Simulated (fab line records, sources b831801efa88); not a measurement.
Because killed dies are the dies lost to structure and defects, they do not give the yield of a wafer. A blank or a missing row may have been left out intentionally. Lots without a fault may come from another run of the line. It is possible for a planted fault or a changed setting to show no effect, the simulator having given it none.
Which of the tools did it? :: flow gf180mcu :: 39 wafers from 13 lots sampled at 4 of the route's 602 steps

== WHAT THE GAUGES SHOWED, per wafer ==
GF_V3_OVL_MEAS_15.
lot: L200
measured: day 22 07:31
on: overlay-01
V3_OVL (nm): 8 8 9

lot: L201
measured: day 23 00:50
on: overlay-01
V3_OVL (nm): -3 5 8

lot: L203
measured: day 23 17:03
on: overlay-02
V3_OVL (nm): 7 10 11

lot: L204
measured: day 24 08:00
on: overlay-01
V3_OVL (nm): -2 -5 -4

lot: L205
measured: day 24 12:08
on: overlay-02
V3_OVL (nm): -5 -6 -6

lot: L206
measured: day 24 16:19
on: overlay-02
V3_OVL (nm): 3 -4 0

lot: L209
measured: day 25 13:49
on: overlay-02
V3_OVL (nm): -10 -10 -8

lot: L211
measured: day 26 04:43
on: overlay-02
V3_OVL (nm): 2 1 -2

lot: L216
measured: day 27 21:00
on: overlay-02
V3_OVL (nm): 2 -1 7

lot: L218
measured: day 28 11:19
on: overlay-02
V3_OVL (nm): -3 -7 -6

lot: L220
measured: day 29 00:14
on: overlay-02
V3_OVL (nm): 6 6 8

lot: L222
measured: day 29 12:43
on: overlay-01
V3_OVL (nm): -9 -12 -1

lot: L223
measured: day 29 18:16
on: overlay-01
V3_OVL (nm): -4 -5 -6

GF_M4_THK_MEAS_06: measures by xrf.
lot: L200
measured: day 22 09:17
on: filmMetro-03
M4_ALCU_THK (nm): 436 452 445

lot: L201
measured: day 23 02:34
on: filmMetro-04
M4_ALCU_THK (nm): 450 441 451

lot: L203
measured: day 23 18:47
on: filmMetro-01
M4_ALCU_THK (nm): 453 451 449

lot: L204
measured: day 24 09:45
on: filmMetro-04
M4_ALCU_THK (nm): 445 438 444

lot: L205
measured: day 24 13:55
on: filmMetro-01
M4_ALCU_THK (nm): 456 446 449

lot: L206
measured: day 24 18:04
on: filmMetro-04
M4_ALCU_THK (nm): 447 439 449

lot: L209
measured: day 25 15:33
on: filmMetro-03
M4_ALCU_THK (nm): 457 445 455

lot: L211
measured: day 26 06:34
on: filmMetro-01
M4_ALCU_THK (nm): 447 442 445

lot: L216
measured: day 27 22:44
on: filmMetro-04
M4_ALCU_THK (nm): 455 444 456

lot: L218
measured: day 28 13:12
on: filmMetro-01
M4_ALCU_THK (nm): 455 441 458

lot: L220
measured: day 29 01:59
on: filmMetro-04
M4_ALCU_THK (nm): 444 451 440

lot: L222
measured: day 29 14:29
on: filmMetro-01
M4_ALCU_THK (nm): 447 445 452

lot: L223
measured: day 29 20:17
on: filmMetro-04
M4_ALCU_THK (nm): 441 433 438

GF_V4_CD_MEAS_14: the cd target is 260 nm.
lot: L200
measured: day 24 08:30
on: cdSem-02
cdNm (nm): 260.4 261.0 258.6

lot: L201
measured: day 24 23:59
on: cdSem-01
cdNm (nm): 257.6 257.2 258.3

lot: L203
measured: day 25 17:11
on: cdSem-01
cdNm (nm): 259.4 258.2 258.4

lot: L204
measured: day 26 06:45
on: cdSem-02
cdNm (nm): 261.2 260.7 260.8

lot: L205
measured: day 26 10:46
on: cdSem-01
cdNm (nm): 259.1 259.7 259.8

lot: L206
measured: day 26 13:48
on: cdSem-01
cdNm (nm): 262.2 261.3 261.5

lot: L209
measured: day 27 10:15
on: cdSem-01
cdNm (nm): 261.3 259.8 259.8

lot: L211
measured: day 28 00:26
on: cdSem-02
cdNm (nm): 260.5 259.9 260.7

lot: L216
measured: day 29 15:03
on: cdSem-02
cdNm (nm): 257.9 259.5 259.2

lot: L218
measured: day 30 04:10
on: cdSem-02
cdNm (nm): 259.5 260.2 260.0

lot: L220
measured: day 30 16:40
on: cdSem-02
cdNm (nm): 260.6 261.4 262.1

lot: L222
measured: day 31 03:33
on: cdSem-02
cdNm (nm): 262.0 262.6 262.5

lot: L223
measured: day 31 10:18
on: cdSem-02
cdNm (nm): 261.2 261.4 260.8

== TOOL THAT RAN EACH LOT (tool first, then ch and the chambers of the sampled wafers, then the start) ==
lot: L200
GF_V4_CMP_04: cmp-01 ch 2,3, day 23 09:46

lot: L201
GF_V4_CMP_04: cmp-01 ch 0,3, day 24 01:43

lot: L203
GF_V4_CMP_04: cmp-02 ch 0,2,3, day 24 18:19

lot: L204
GF_V4_CMP_04: cmp-01 ch 0,2,3, day 25 08:46

lot: L205
GF_V4_CMP_04: cmp-02 ch 1,2, day 25 13:12

lot: L206
GF_V4_CMP_04: cmp-01 ch 0,1,3, day 25 16:22

lot: L209
GF_V4_CMP_04: cmp-01 ch 0,1,3, day 26 13:16

lot: L211
GF_V4_CMP_04: cmp-02 ch 1,2,3, day 27 04:34

lot: L216
GF_V4_CMP_04: cmp-02 ch 0,1,2, day 28 19:34

lot: L218
GF_V4_CMP_04: cmp-02 ch 0,3, day 29 09:04

lot: L220
GF_V4_CMP_04: cmp-02 ch 0,1,3, day 29 22:08

lot: L222
GF_V4_CMP_04: cmp-02 ch 0,2, day 30 09:20

lot: L223
GF_V4_CMP_04: cmp-01 ch 1,2,3, day 30 16:04
- GF_V4_CMP_04: polishes SiO2.

== WHAT THE TOOLS THEMSELVES READ (means of the sampled wafers that have a number; where no wafer has one, the mark that the record gives instead) ==
GF_V4_CMP_04.
lot: L200
tool: cmp-01
motorCurrentA (A): 11.0
timeToEndpointS (s): 83

lot: L201
tool: cmp-01
motorCurrentA (A): 11.9
timeToEndpointS (s): 85

lot: L203
tool: cmp-02
motorCurrentA (A): 12.5
timeToEndpointS (s): 82

lot: L204
tool: cmp-01
motorCurrentA (A): 11.4
timeToEndpointS (s): 84

lot: L205
tool: cmp-02
motorCurrentA (A): 12.1
timeToEndpointS (s): 81

lot: L206
tool: cmp-01
motorCurrentA (A): 12.4
timeToEndpointS (s): 77

lot: L209
tool: cmp-01
motorCurrentA (A): 12.5
timeToEndpointS (s): 73

lot: L211
tool: cmp-02
motorCurrentA (A): 12.0
timeToEndpointS (s): 88

lot: L216
tool: cmp-02
motorCurrentA (A): 11.6
timeToEndpointS (s): 78

lot: L218
tool: cmp-02
motorCurrentA (A): 11.5
timeToEndpointS (s): 84

lot: L220
tool: cmp-02
motorCurrentA (A): 11.0
timeToEndpointS (s): 81

lot: L222
tool: cmp-02
motorCurrentA (A): 12.6
timeToEndpointS (s): 86

lot: L223
tool: cmp-01
motorCurrentA (A): 12.4
timeToEndpointS (s): 84

== THE ANSWER, worked out from the rows above alone ==
Rule: the usual values come from the lots themselves. The widest of any qualifying gaps counts: lots, ordered by their means at a reading, are off when they make up no more than a third of the lots, leave a main group of 4 or more, and stand apart from it by 3 or more times the standard deviation of that group's means. The tables above print the reading to a certain number of digits; a main group whose means all agree to those digits is not used. Also off: a lot with no number at a reading for which 4 or more lots have one. All remaining lots with rows at the step are treated as sound. The gauges are gone through in route order, then the tools' own readings, and for those a lot's mean is taken as printed above. At the first step where some lot is off, the reading lying furthest off is the one used; lots without a number count as furthest.
None of the lots is off at any reading shown; this tells nothing.

== WHAT THE SIMULATOR HAD INSERTED ==
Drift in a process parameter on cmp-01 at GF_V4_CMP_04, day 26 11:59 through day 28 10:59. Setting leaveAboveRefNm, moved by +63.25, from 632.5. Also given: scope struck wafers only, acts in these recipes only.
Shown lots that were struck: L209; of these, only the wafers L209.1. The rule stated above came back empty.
